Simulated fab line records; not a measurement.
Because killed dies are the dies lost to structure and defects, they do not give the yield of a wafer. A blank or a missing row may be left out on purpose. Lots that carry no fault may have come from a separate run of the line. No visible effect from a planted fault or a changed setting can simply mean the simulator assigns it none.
The same fault as seen by 2 desks -- flow sky130 -- each desk has only its own numbers; what lay behind them comes last

== METROLOGY DESK ==
What the gauges read, lot by lot, whatever tool the lot ran on: means of the sampled wafers that have a number. Any lot whose mean is over 4 standard deviations away from the usual mean is out of limits and marked OUT; that distance is given in the brackets.
Columns: A = VIA3_OVL at SKY_VIA3_OVL_MEAS_13, usual 1 nm
lot,first seen here,A
L369,day 39 15:11,-7
L370,day 40 04:49,0
L372,day 40 16:08,7
L374,day 41 12:24,-5
L375,day 41 16:24,5
L376,day 41 19:22,8
L378,day 42 13:46,2
L379,day 42 16:20,10
L380,day 42 22:58,4
L381,day 43 05:04,3
L388,day 45 17:52,0
L390,day 45 19:10,-5
L392,day 46 16:31,-0
This desk's finding: nothing out of limits on any of the 13 lots.

== THE TOOL OWNER'S DESK: wet bench-04 ==
The tool's own readings at SKY_FIELD_ISO_WET_ETCH_18 (etches Si3N4 in H3PO4, target depth 25 nm, time 276.3 s): means of the sampled wafers that have a number, for each lot that ran on this tool. Any lot whose mean is over 4 standard deviations away from the usual mean is out of limits and marked OUT; that distance is given in the brackets.
Columns: A = bath heat duty pct at SKY_FIELD_ISO_WET_ETCH_18, usual 29 %
lot,first seen here,A
L369,day 2 07:41,26
L374,day 3 09:02,25
L375,day 3 15:07,26
L376,day 3 19:40,27
L378,day 4 05:32,24
L381,day 4 18:20,27
This desk's finding: nothing out of limits on any of the 6 lots.

== ALL TOGETHER ==
Nothing out of limits was seen by the metrology desk.
Nothing out of limits was seen by the tool owner's desk.

== WHAT THE SIMULATOR HAD INSERTED ==
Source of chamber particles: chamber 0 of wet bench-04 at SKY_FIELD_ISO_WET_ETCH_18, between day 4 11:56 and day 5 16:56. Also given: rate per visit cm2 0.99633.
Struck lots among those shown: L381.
